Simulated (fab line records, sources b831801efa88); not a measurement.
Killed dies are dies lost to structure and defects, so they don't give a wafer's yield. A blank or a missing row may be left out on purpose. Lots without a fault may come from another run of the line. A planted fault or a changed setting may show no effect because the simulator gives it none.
A struck lot beside a sound one | flow gf180mcu | 43 steps out of a route of 602
Sound: wafers L619.1, L619.3, L619.4. Struck: wafer L631.6. (L631.1, L631.5 of the same lot were not struck and are left out.) The cause comes at the end.
At each step with rows: each side's tool, then ch and its chambers, then its first start. Under that, the readings that differ: sound wafers | struck wafers | difference of the means | sigmas: that difference in standard deviations of wafers without a fault.
alike: readings whose means differ by less than 2 such deviations, and words and numbers that are the same on both sides. not compared: withheld readings, readings that some wafer has no value for, bounds like >300 that may hide the same value, and numbers for which the record gives no deviation and whose values overlap.
The two part at a step that has a row with sigmas, a row that says differs or no value, or rows on one side only. Numbers that don't overlap but have no deviation are shown without sigmas and don't part them. A reading that every wafer of one side lacks parts them only if that side has two wafers or more.

GF_V1_CD_MEAS_14: target cd 260 nm.
  sound on cd_sem-02, day 20 03:40; struck on cd_sem-02, day 24 00:04
  alike: cd_nm
GF_V1_OVL_MEAS_15:
  sound on overlay-01, day 20 03:47; struck on overlay-01, day 24 00:11
  reading     | sound     | struck | difference | sigmas
  V1_OVL (nm) | -12 -8 -3 | 11     | +19        | +4
then, 5 steps without rows for these wafers: GF_V1_ETCH_16 (etches BARC in N2/H2); GF_V1_ETCH_17 (etches SiO2 in C4F8/O2/Ar, stops on TiN, target depth 630 nm); GF_V1_STRIP_18 (strips in O2/N2); GF_V1_STRIP_19 (strips in post etch residue remover, time 1200 s); GF_V1_CLEAN_20 (cleans in DIW).
GF_V1_SPUTTER_21: material Ti, target thk 15 nm, time 80.02 s.
  sound on pvd_sputter-03, day 20 04:29; struck on pvd_sputter-04, day 24 00:52
  reading                | sound          | struck | difference | sigmas
  throttle_valve_pct (%) | 30.1 30.3 30.8 | 27.9   | -2.5       | -2
  alike: cathode_dc_power_W
GF_V1_SPUTTER_22: material TiN, target thk 10 nm, time 40 s.
  sound on pvd_sputter-03, day 20 04:32; struck on pvd_sputter-04, day 24 00:56
  reading                | sound          | struck | difference | sigmas
  throttle_valve_pct (%) | 29.7 30.7 30.8 | 27.8   | -2.6       | -2
  alike: cathode_dc_power_W
then, 1 step without rows for these wafers: GF_V1_CVD_23 (deposits W, target thk 350 nm, time 105.05 s).
GF_V1_RS_MEAS_24: measures by four-point-probe.
  sound on film_metro-01, day 20 04:41; struck on film_metro-01, day 24 01:05
  alike: V1_W_RS
GF_V1_THK_MEAS_25: measures by xrf.
  sound on film_metro-01, day 20 04:49; struck on film_metro-01, day 24 01:13
  alike: V1_W_THK
GF_V1_CMP_26: polishes, stops on SiO2, t overpolish 15 s, target thk 0 nm.
  sound on cmp-01 ch 1,2,3, day 20 04:52; struck on cmp-01 ch 2, day 24 01:25
  reading                      | sound             | struck | difference | sigmas
  retaining_ring_pressure_frac | 0.996 1.000 1.009 | 0.992  | -0.010     | -2
  alike: motor_current_A, overpolish_run_s, time_to_endpoint_s
then, 1 step without rows for these wafers: GF_M2_SPUTTER_00 (material Ti, target thk 37.5 nm, time 150 s).
GF_M2_SPUTTER_01: material TiN, target thk 30 nm, time 25 s.
  sound on pvd_sputter-01, day 20 05:16; struck on pvd_sputter-03, day 24 01:40
  alike: cathode_dc_power_W, throttle_valve_pct
GF_M2_SPUTTER_02: material AlCu, target thk 450 nm, time 23.9 s.
  sound on pvd_sputter-01, day 20 05:18; struck on pvd_sputter-03, day 24 01:42
  alike: cathode_dc_power_W, throttle_valve_pct
then, 2 steps without rows for these wafers: GF_M2_SPUTTER_03 (material Ti, target thk 10 nm, time 6.7 s); GF_M2_SPUTTER_04 (material TiN, target thk 50 nm, time 41.7 s).
GF_M2_RS_MEAS_05: measures by four-point-probe.
  sound on film_metro-02, day 20 05:23; struck on film_metro-04, day 24 01:48
  reading             | sound                | struck | difference | sigmas
  M2_ALCU_RS (ohm/sq) | 0.0702 0.0703 0.0709 | 0.0678 | -0.0027    | -2
GF_M2_THK_MEAS_06: measures by xrf.
  sound on film_metro-02, day 20 05:31; struck on film_metro-04, day 24 01:55
  reading          | sound       | struck | difference | sigmas
  M2_ALCU_THK (nm) | 453 453 450 | 469    | +17        | +2
then, 7 steps without rows for these wafers: GF_M2_DEHYDRATE_07 (time 60 s); GF_M2_HMDS_08 (prime time 60 s); GF_M2_COAT_09 (resist thk 1006 nm); GF_M2_SOFTBAKE_10 (time 60 s); GF_M2_EXPOSE_11 (exposes mask Metal2, target cd 280 nm); GF_M2_PEB_12 (peb time 90 s); GF_M2_DEVELOP_13 (develop time 60 s).
GF_M2_CD_MEAS_14: target cd 280 nm.
  sound on cd_sem-01, day 21 05:38; struck on cd_sem-02, day 25 00:08
  alike: cd_nm
GF_M2_OVL_MEAS_15:
  sound on overlay-02, day 21 05:46; struck on overlay-01, day 25 00:16
  alike: M2_OVL
then, 5 steps without rows for these wafers: GF_M2_METAL_ETCH_16 (etches the open film in Cl2/BCl3, stops on SiO2, target depth 627.5 nm, time 104.6 s); GF_M2_STRIP_17 (strips in O2/N2); GF_M2_STRIP_18 (strips in post etch residue remover, time 1200 s); GF_M2_CLEAN_19 (cleans in DIW); GF_V2_CVD_00 (deposits SiO2, target thk 600 nm, time 100 s).
GF_V2_THK_MEAS_01:
  sound on film_metro-02, day 21 06:45; struck on film_metro-02, day 25 01:14
  alike: V2_CVD_00_THK
then, 1 step without rows for these wafers: GF_V2_CVD_02 (deposits SiO2 from TEOS, target thk 850 nm, time 94.851 s).
GF_V2_THK_MEAS_03:
  sound on film_metro-04, day 21 06:53; struck on film_metro-04, day 25 01:22
  alike: V2_CVD_02_THK
GF_V2_CMP_04: polishes SiO2.
  sound on cmp-02 ch 1,2,3, day 21 06:59; struck on cmp-01 ch 0, day 25 01:35
  alike: motor_current_A, retaining_ring_pressure_frac, time_to_endpoint_s
GF_V2_BOW_MEAS_05:
  sound on film_metro-01, day 21 07:14; struck on film_metro-01, day 25 01:44
  alike: V2_BOW
then, 3 steps without rows for these wafers: GF_V2_DEHYDRATE_06 (time 60 s); GF_V2_HMDS_07 (prime time 60 s); GF_V2_COAT_08.
-- the record jumps here: 8 days lie between the struck wafers' starts before and after (it left off in module V2 and takes up again in module PASSIVATION, whose first step shown is number 602 of the route) --
GF_PASSIVATION_PROBE_99:
  the record has rows for the struck wafers here (prober-01, day 33 12:35) and none for the sound ones

WHERE THEY PART
First at GF_V1_OVL_MEAS_15; last, within this record, at GF_PASSIVATION_PROBE_99.

WHY: what the simulator had put in
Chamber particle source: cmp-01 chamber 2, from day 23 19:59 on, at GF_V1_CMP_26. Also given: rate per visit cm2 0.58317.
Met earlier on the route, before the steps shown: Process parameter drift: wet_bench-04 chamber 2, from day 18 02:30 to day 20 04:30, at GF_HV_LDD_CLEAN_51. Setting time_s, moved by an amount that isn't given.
